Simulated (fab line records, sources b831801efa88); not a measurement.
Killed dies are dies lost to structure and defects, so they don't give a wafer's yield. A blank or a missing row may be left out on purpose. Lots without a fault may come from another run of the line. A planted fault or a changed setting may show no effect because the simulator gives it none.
A struck lot beside a sound one | flow sfq_line | 42 steps out of a route of 325
Sound: wafers L177.2, L177.3, L177.5. Struck: wafer L179.1. (L179.4, L179.6 of the same lot were not struck and are left out.) The cause comes at the end.
At each step with rows: each side's tool, then ch and its chambers, then its first start. Under that, the readings that differ: sound wafers | struck wafers | difference of the means | sigmas: that difference in standard deviations of wafers without a fault.
alike: readings whose means differ by less than 2 such deviations, and words and numbers that are the same on both sides. not compared: withheld readings, readings that some wafer has no value for, bounds like >300 that may hide the same value, and numbers for which the record gives no deviation and whose values overlap.
The two part at a step that has a row with sigmas, a row that says differs or no value, or rows on one side only. Numbers that don't overlap but have no deviation are shown without sigmas and don't part them. A reading that every wafer of one side lacks parts them only if that side has two wafers or more.

first, 6 steps without rows for these wafers: SFQ_TRILAYER_L0_VIA_LITHO_COAT_018 (resist thk 62 nm); SFQ_TRILAYER_L0_VIA_LITHO_COAT_013 (resist thk 650 nm); SFQ_TRILAYER_L0_VIA_LITHO_SOFTBAKE_017; SFQ_TRILAYER_L0_VIA_LITHO_EXPOSE_014 (exposes mask L0V, target cd 700 nm); SFQ_TRILAYER_L0_VIA_LITHO_PEB_016 (peb time 60 s); SFQ_TRILAYER_L0_VIA_LITHO_DEVELOP_015 (time 60 s).
SFQ_L0V_OVL_MEAS_903:
  sound on overlay-02, day 9 22:30; struck on overlay-02, day 10 11:06
  alike: L0V_OVL
then, 1 step without rows for these wafers: SFQ_TRILAYER_L0_VIA_BARC_OPEN_VIA_ETCH_021 (etches BARC in O2, target depth 125 nm, time 41.7 s).
SFQ_TRILAYER_L0_VIA_ETCH_VIA_ETCH_016: etches SiO2 in CHF3, stops on MoNx KI, target depth 80 nm.
  sound on rie_diel-04 ch 0,1,3, day 9 22:34; struck on rie_diel-04 ch 1, day 10 11:11
  alike: drypump_motor_current_A, oes_product_au
then, 3 steps without rows for these wafers: SFQ_TRILAYER_L0_VIA_STRIP_STRIP_017 (strips in O2); SFQ_TRILAYER_L0_VIA_STRIP_SOLV_CLEAN_018 (cleans in NMP, time 600 s); SFQ_TRILAYER_M0_DEP_PRE_CLEAN_020 (time 15 s).
SFQ_TRILAYER_M0_DEP_SPUTTER_019: material Nb, target thk 200 nm, time 133.3 s.
  sound on pvd_sputter-04, day 9 23:25; struck on pvd_sputter-04, day 10 12:01
  reading                                             | sound             | struck | difference | sigmas
  model.Nb_of_TRILAYER_M0_DEP_SPUTTER_019.thk_nm (nm) | 201.9 200.6 200.1 | 188.2  | -12.7      |
  alike: chamber_pressure_pa, throttle_valve_pct
SFQ_M0_RS_MEAS_904: measures by four-point-probe.
  sound on film_metro-03, day 9 23:32; struck on film_metro-01, day 10 12:07
  reading           | sound             | struck | difference | sigmas
  M0_NB_RS (ohm/sq) | 0.883 0.889 0.889 | 0.946  | +0.059     | +6
then, 6 steps without rows for these wafers: SFQ_TRILAYER_M0_LITHO_COAT_026 (resist thk 62 nm); SFQ_TRILAYER_M0_LITHO_COAT_021 (resist thk 600 nm); SFQ_TRILAYER_M0_LITHO_SOFTBAKE_025; SFQ_TRILAYER_M0_LITHO_EXPOSE_022 (exposes mask M0, target cd 500 nm); SFQ_TRILAYER_M0_LITHO_PEB_024 (peb time 60 s); SFQ_TRILAYER_M0_LITHO_DEVELOP_023 (time 60 s).
-- the record jumps here: 5 days lie between the struck wafers' starts before and after --
SFQ_M0_OVL_MEAS_906:
  sound on overlay-01, day 14 06:43; struck on overlay-02, day 15 02:02
  alike: M0_OVL
SFQ_TRILAYER_M0_BARC_OPEN_METAL_ETCH_031: etches BARC in O2, target depth 125 nm, time 41.7 s.
  sound on rie_metal-03 ch 1, day 14 06:45; struck on rie_metal-01 ch 1, day 15 02:05
  reading                     | sound       | struck | difference | sigmas
  drypump_motor_current_A (A) | 4.8 4.8 4.8 | 6.0    | +1.2       | +2
  alike: he_backside_leak_sccm, oes_product_au
  not compared: rf_hours_counter_h
SFQ_TRILAYER_M0_ETCH_METAL_ETCH_024: etches Nb in Cl2/Ar, stops on SiO2, target depth 240 nm, time 120 s.
  sound on rie_metal-03 ch 1, day 14 06:49; struck on rie_metal-01 ch 1, day 15 02:08
  reading                     | sound             | struck | difference | sigmas
  drypump_motor_current_A (A) | 4.8 4.8 4.8       | 6.0    | +1.2       | +2
  oes_product_au (a.u.)       | 0.901 0.898 0.896 | 0.870  | -0.028     | -4
  alike: he_backside_leak_sccm
  not compared: rf_hours_counter_h
SFQ_TRILAYER_M0_STRIP_STRIP_025: strips in O2.
  sound on rie_metal-03 ch 1, day 14 06:56; struck on rie_metal-01 ch 1, day 15 02:16
  reading                     | sound             | struck | difference | sigmas
  drypump_motor_current_A (A) | 4.8 4.8 4.8       | 6.0    | +1.2       | +2
  oes_product_au (a.u.)       | 1.020 1.012 1.021 | 0.993  | -0.025     | -2
  alike: he_backside_leak_sccm
  not compared: rf_hours_counter_h
then, 3 steps without rows for these wafers: SFQ_TRILAYER_M0_STRIP_SOLV_CLEAN_026 (cleans in NMP, time 600 s); SFQ_TRILAYER_I0_DEP_PECVD_027 (deposits SiO2 from SiH4/N2O, time 111.11 s, target thk 500 nm); SFQ_TRILAYER_I0_CMP_CMP_028 (polishes SiO2).
SFQ_I0_BOW_MEAS_907:
  sound on film_metro-02, day 14 11:05; struck on film_metro-03, day 15 06:07
  alike: I0_BOW
SFQ_TRILAYER_I0_METRO_MEASURE_029:
  sound on film_metro-02, day 14 11:23; struck on film_metro-03, day 15 06:14
  alike: thk_nm
then, 6 steps without rows for these wafers: SFQ_TRILAYER_I0_VIA_LITHO_COAT_036 (resist thk 62 nm); SFQ_TRILAYER_I0_VIA_LITHO_COAT_031 (resist thk 650 nm); SFQ_TRILAYER_I0_VIA_LITHO_SOFTBAKE_035; SFQ_TRILAYER_I0_VIA_LITHO_EXPOSE_032 (exposes mask I0, target cd 500 nm); SFQ_TRILAYER_I0_VIA_LITHO_PEB_034 (peb time 60 s); SFQ_TRILAYER_I0_VIA_LITHO_DEVELOP_033 (time 60 s).
-- the record jumps here: 6 days lie between the struck wafers' starts before and after --
SFQ_I0_OVL_MEAS_908:
  sound on overlay-02, day 20 04:45; struck on overlay-02, day 21 01:16
  alike: I0_OVL
then, 2 steps without rows for these wafers: SFQ_TRILAYER_I0_VIA_BARC_OPEN_VIA_ETCH_046 (etches BARC in O2, target depth 125 nm, time 41.7 s); SFQ_TRILAYER_I0_VIA_ETCH_VIA_ETCH_034 (etches SiO2 in CHF3, stops on Nb, target depth 260 nm).
SFQ_TRILAYER_I0_VIA_STRIP_STRIP_035: strips in O2.
  sound on rie_metal-01 ch 0,1, day 20 04:56; struck on rie_metal-04 ch 0, day 21 01:28
  reading                      | sound          | struck | difference | sigmas
  he_backside_leak_sccm (sccm) | 3.26 3.13 5.55 | 3.17   | -0.81      | -3
  alike: drypump_motor_current_A, oes_product_au
  not compared: rf_hours_counter_h
then, 2 steps without rows for these wafers: SFQ_TRILAYER_I0_VIA_STRIP_SOLV_CLEAN_036 (cleans in NMP, time 600 s); SFQ_TRILAYER_M1_DEP_PRE_CLEAN_038 (time 22.5 s).
-- the record jumps here: 64 days lie between the struck wafers' starts before and after --
SFQ_M8_BOW_MEAS_951:
  sound on film_metro-04, day 85 00:16; struck on film_metro-02, day 85 07:26
  reading                 | sound               | struck | difference | sigmas
  model.etest.m0.ohm_um   | 1.754 1.77 1.776    | 1.901  | +0.134     |
  model.etest.m0.ohm_sq   | 0.8823 0.888 0.8903 | 0.9464 | +0.0595    |
  model.etest.i0.link_ohm | 1.967 1.971 1.968   | 2.02   | +0.05      |
  alike: M8_BOW

WHERE THEY PART
First at SFQ_M0_RS_MEAS_904; last, within this record, at SFQ_TRILAYER_I0_VIA_STRIP_STRIP_035. Later steps at which nothing parts them and some readings are alike: SFQ_M8_BOW_MEAS_951.

WHY: what the simulator had put in
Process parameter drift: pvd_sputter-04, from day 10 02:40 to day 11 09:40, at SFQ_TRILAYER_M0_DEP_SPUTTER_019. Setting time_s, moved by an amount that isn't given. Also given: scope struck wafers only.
